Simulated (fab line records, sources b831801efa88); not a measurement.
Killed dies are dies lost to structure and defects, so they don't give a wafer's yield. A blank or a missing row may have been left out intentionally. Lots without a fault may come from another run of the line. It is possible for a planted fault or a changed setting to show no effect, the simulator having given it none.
Which tool did it? :: flow gf180mcu :: Sampling: 13 lots, 39 wafers, 6 of 602 route steps

WHAT EACH GAUGE READ, for each wafer
GF_NSD_TW_MEAS_12.
lot: L280
measured: day 13 06:55
on: film_metro-01
NSD_TW: 4224 4181 4213

lot: L281
measured: day 13 16:24
on: film_metro-01
NSD_TW: 4235 4234 4240

lot: L282
measured: day 13 22:18
on: film_metro-03
NSD_TW: 4279 4263 4283

lot: L286
measured: day 15 11:34
on: film_metro-01
NSD_TW: 4272 4268 4256

lot: L287
measured: day 15 19:59
on: film_metro-01
NSD_TW: 4248 4236 4258

lot: L288
measured: day 16 16:35
on: film_metro-03
NSD_TW: 4266 4235 4260

lot: L289
measured: day 16 22:51
on: film_metro-04
NSD_TW: 4174 4169 4172

lot: L290
measured: day 16 23:41
on: film_metro-03
NSD_TW: 4250 4254 4263

lot: L292
measured: day 17 14:14
on: film_metro-04
NSD_TW: 4171 4174 4180

lot: L291
measured: day 17 15:05
on: film_metro-04
NSD_TW: 4174 4189 4160

lot: L298
measured: day 19 21:04
on: film_metro-01
NSD_TW: 4216 4235 4238

lot: L300
measured: day 20 07:28
on: film_metro-01
NSD_TW: 4219 4191 4228

lot: L299
measured: day 20 08:21
on: film_metro-01
NSD_TW: 4246 4232 4253

GF_SALICIDE_RS_MEAS_04: a four-point-probe measurement.
lot: L280
measured: day 14 23:52
on: film_metro-01
SALICIDE_TIN_RS (ohm/sq): 16.5 16.7 16.2

lot: L281
measured: day 15 10:17
on: film_metro-01
SALICIDE_TIN_RS (ohm/sq): 16.3 15.7 16.4

lot: L282
measured: day 15 16:57
on: film_metro-04
SALICIDE_TIN_RS (ohm/sq): 16.1 16.2 16.2

lot: L286
measured: day 17 09:23
on: film_metro-04
SALICIDE_TIN_RS (ohm/sq): 16.7 17.1 16.6

lot: L287
measured: day 17 18:38
on: film_metro-02
SALICIDE_TIN_RS (ohm/sq): 16.7 16.7 16.1

lot: L288
measured: day 18 15:52
on: film_metro-02
SALICIDE_TIN_RS (ohm/sq): 16.9 16.5 16.8

lot: L289
measured: day 18 22:14
on: film_metro-02
SALICIDE_TIN_RS (ohm/sq): 16.6 16.8 16.6

lot: L290
measured: day 18 23:14
on: film_metro-02
SALICIDE_TIN_RS (ohm/sq): 16.0 16.2 16.3

lot: L292
measured: day 19 14:59
on: film_metro-01
SALICIDE_TIN_RS (ohm/sq): 16.1 15.8 16.3

lot: L291
measured: day 19 15:47
on: film_metro-02
SALICIDE_TIN_RS (ohm/sq): 15.9 16.6 16.5

lot: L298
measured: day 21 22:24
on: film_metro-02
SALICIDE_TIN_RS (ohm/sq): 17.9 18.7 18.6

lot: L300
measured: day 22 07:25
on: film_metro-01
SALICIDE_TIN_RS (ohm/sq): 16.1 16.0 16.0

lot: L299
measured: day 22 09:32
on: film_metro-04
SALICIDE_TIN_RS (ohm/sq): 18.0 17.4 17.8

GF_SALICIDE_THK_MEAS_05: measures by xrf.
lot: L280
measured: day 14 23:59
on: film_metro-01
SALICIDE_TIN_THK (nm): 19.96 20.13 19.83

lot: L281
measured: day 15 10:25
on: film_metro-01
SALICIDE_TIN_THK (nm): 19.97 20.27 20.55

lot: L282
measured: day 15 17:04
on: film_metro-04
SALICIDE_TIN_THK (nm): 20.18 20.00 19.73

lot: L286
measured: day 17 09:29
on: film_metro-04
SALICIDE_TIN_THK (nm): 20.40 20.43 20.28

lot: L287
measured: day 17 18:46
on: film_metro-02
SALICIDE_TIN_THK (nm): 20.22 20.20 20.28

lot: L288
measured: day 18 15:58
on: film_metro-02
SALICIDE_TIN_THK (nm): 19.94 20.18 20.33

lot: L289
measured: day 18 22:22
on: film_metro-02
SALICIDE_TIN_THK (nm): 20.42 19.92 20.30

lot: L290
measured: day 18 23:22
on: film_metro-02
SALICIDE_TIN_THK (nm): 20.40 20.16 19.94

lot: L292
measured: day 19 15:04
on: film_metro-01
SALICIDE_TIN_THK (nm): 20.57 20.70 20.42

lot: L291
measured: day 19 15:52
on: film_metro-02
SALICIDE_TIN_THK (nm): 20.33 20.23 20.15

lot: L298
measured: day 21 22:31
on: film_metro-02
SALICIDE_TIN_THK (nm): 14.93 14.76 14.99

lot: L300
measured: day 22 07:31
on: film_metro-01
SALICIDE_TIN_THK (nm): 20.24 20.32 20.34

lot: L299
measured: day 22 09:38
on: film_metro-04
SALICIDE_TIN_THK (nm): 15.52 15.40 15.36

GF_CONTACT_THK_MEAS_01.
lot: L280
measured: day 15 00:23
on: film_metro-02
CONTACT_CVD_00_THK (nm): 297.0 300.4 303.8

lot: L281
measured: day 15 10:48
on: film_metro-03
CONTACT_CVD_00_THK (nm): 295.7 296.5 296.6

lot: L282
measured: day 15 17:29
on: film_metro-02
CONTACT_CVD_00_THK (nm): 297.9 297.1 300.5

lot: L286
measured: day 17 09:53
on: film_metro-03
CONTACT_CVD_00_THK (nm): 297.8 296.6 299.8

lot: L287
measured: day 17 19:09
on: film_metro-02
CONTACT_CVD_00_THK (nm): 295.9 296.9 301.5

lot: L288
measured: day 18 16:22
on: film_metro-03
CONTACT_CVD_00_THK (nm): 299.9 296.0 296.6

lot: L289
measured: day 18 22:45
on: film_metro-04
CONTACT_CVD_00_THK (nm): 301.4 298.7 301.3

lot: L290
measured: day 18 23:45
on: film_metro-03
CONTACT_CVD_00_THK (nm): 296.9 298.2 300.5

lot: L292
measured: day 19 15:28
on: film_metro-04
CONTACT_CVD_00_THK (nm): 299.1 303.6 299.3

lot: L291
measured: day 19 16:16
on: film_metro-04
CONTACT_CVD_00_THK (nm): 297.5 295.1 300.2

lot: L298
measured: day 21 22:55
on: film_metro-03
CONTACT_CVD_00_THK (nm): 299.7 298.0 296.5

lot: L300
measured: day 22 07:55
on: film_metro-03
CONTACT_CVD_00_THK (nm): 293.9 294.3 295.5

lot: L299
measured: day 22 10:01
on: film_metro-02
CONTACT_CVD_00_THK (nm): 299.8 300.8 300.2

GF_CONTACT_BOW_MEAS_05.
lot: L280
measured: day 15 00:53
on: film_metro-03
CONTACT_BOW (um): 58 75 69

lot: L281
measured: day 15 11:36
on: film_metro-03
CONTACT_BOW (um): 55 72 58

lot: L282
measured: day 15 17:58
on: film_metro-04
CONTACT_BOW (um): 57 53 67

lot: L286
measured: day 17 10:23
on: film_metro-02
CONTACT_BOW (um): 63 53 67

lot: L287
measured: day 17 19:38
on: film_metro-02
CONTACT_BOW (um): 68 81 74

lot: L288
measured: day 18 16:52
on: film_metro-04
CONTACT_BOW (um): 59 59 65

lot: L289
measured: day 18 23:14
on: film_metro-03
CONTACT_BOW (um): 72 67 76

lot: L290
measured: day 19 00:14
on: film_metro-04
CONTACT_BOW (um): 70 73 79

lot: L292
measured: day 19 15:59
on: film_metro-03
CONTACT_BOW (um): 75 62 55

lot: L291
measured: day 19 16:47
on: film_metro-04
CONTACT_BOW (um): 66 78 63

lot: L298
measured: day 21 23:25
on: film_metro-03
CONTACT_BOW (um): 68 61 70

lot: L300
measured: day 22 08:25
on: film_metro-04
CONTACT_BOW (um): 77 65 60

lot: L299
measured: day 22 10:32
on: film_metro-04
CONTACT_BOW (um): 63 49 60

WHAT TOOL EACH LOT RAN ON (gives the tool, then ch and the chambers of the sampled wafers, and finally the start)
lot: L280
GF_SALICIDE_SPUTTER_03: pvd_sputter-02, day 14 23:50

lot: L281
GF_SALICIDE_SPUTTER_03: pvd_sputter-01, day 15 10:16

lot: L282
GF_SALICIDE_SPUTTER_03: pvd_sputter-01, day 15 16:56

lot: L286
GF_SALICIDE_SPUTTER_03: pvd_sputter-01, day 17 09:20

lot: L287
GF_SALICIDE_SPUTTER_03: pvd_sputter-02, day 17 18:37

lot: L288
GF_SALICIDE_SPUTTER_03: pvd_sputter-03, day 18 15:49

lot: L289
GF_SALICIDE_SPUTTER_03: pvd_sputter-03, day 18 22:13

lot: L290
GF_SALICIDE_SPUTTER_03: pvd_sputter-03, day 18 23:13

lot: L292
GF_SALICIDE_SPUTTER_03: pvd_sputter-02, day 19 14:53

lot: L291
GF_SALICIDE_SPUTTER_03: pvd_sputter-01, day 19 15:41

lot: L298
GF_SALICIDE_SPUTTER_03: pvd_sputter-01, day 21 22:22

lot: L300
GF_SALICIDE_SPUTTER_03: pvd_sputter-02, day 22 07:22

lot: L299
GF_SALICIDE_SPUTTER_03: pvd_sputter-01, day 22 09:28
- GF_SALICIDE_SPUTTER_03: material TiN, target thk 20 nm, time 16.7 s.

WHAT THE TOOLS THEMSELVES READ (means of the sampled wafers that have a number; where no wafer has one, the mark that the record gives instead)
GF_SALICIDE_SPUTTER_03.
lot: L280
tool: pvd_sputter-02
throttle_valve_pct (%): 30.4

lot: L281
tool: pvd_sputter-01
throttle_valve_pct (%): 28.8

lot: L282
tool: pvd_sputter-01
throttle_valve_pct (%): 28.8

lot: L286
tool: pvd_sputter-01
throttle_valve_pct (%): 29.7

lot: L287
tool: pvd_sputter-02
throttle_valve_pct (%): 30.5

lot: L288
tool: pvd_sputter-03
throttle_valve_pct (%): 29.1

lot: L289
tool: pvd_sputter-03
throttle_valve_pct (%): 29.7

lot: L290
tool: pvd_sputter-03
throttle_valve_pct (%): 29.7

lot: L292
tool: pvd_sputter-02
throttle_valve_pct (%): 29.6

lot: L291
tool: pvd_sputter-01
throttle_valve_pct (%): 29.4

lot: L298
tool: pvd_sputter-01
throttle_valve_pct (%): 28.9

lot: L300
tool: pvd_sputter-02
throttle_valve_pct (%): 30.7

lot: L299
tool: pvd_sputter-01
throttle_valve_pct (%): 28.9

THE ANSWER, worked out from the rows above alone
Rule: the usual values come from the lots themselves. Put in order of their means at a reading, lots are off if they are a third of the lots or fewer, leave a main group of 4 or more, and stand apart from it by a gap of 3 or more times the standard deviation of the main group's means; of several such gaps the widest counts. The tables above print the reading to a certain number of digits; a main group whose means all agree to those digits is not used. Also off: a lot with no number at a reading for which 4 or more lots have one. The other lots that the step has rows for count as sound. First the gauges in route order, then the tools' own readings, where a lot's mean is used as printed above. The first step at which some lot is off is used, and at that step the reading that is off furthest; a lot without a number counts as furthest.
Off: L298, L299, at GF_SALICIDE_RS_MEAS_04 (SALICIDE_TIN_RS). The main group: mean 16.4 ohm/sq, standard deviation 0.27.
If a tool, at a process step before that reading, ran all the lots that are off and no sound lot after the first of them, it fits. Those tools and the gauges at GF_SALICIDE_RS_MEAS_04 are tried in the same way. One fits: pvd_sputter-01 at GF_SALICIDE_SPUTTER_03. A fault onset in the window from L291 (day 19 15:41, its last sound lot) to L298 (day 21 22:22, its first lot off) fits.

WHAT THE SIMULATOR HAD PUT IN
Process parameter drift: pvd_sputter-01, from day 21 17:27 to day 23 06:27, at GF_SALICIDE_SPUTTER_03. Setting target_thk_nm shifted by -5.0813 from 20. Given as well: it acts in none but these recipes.
Lots struck among those shown: L298, L299. The same result came from the rule above.
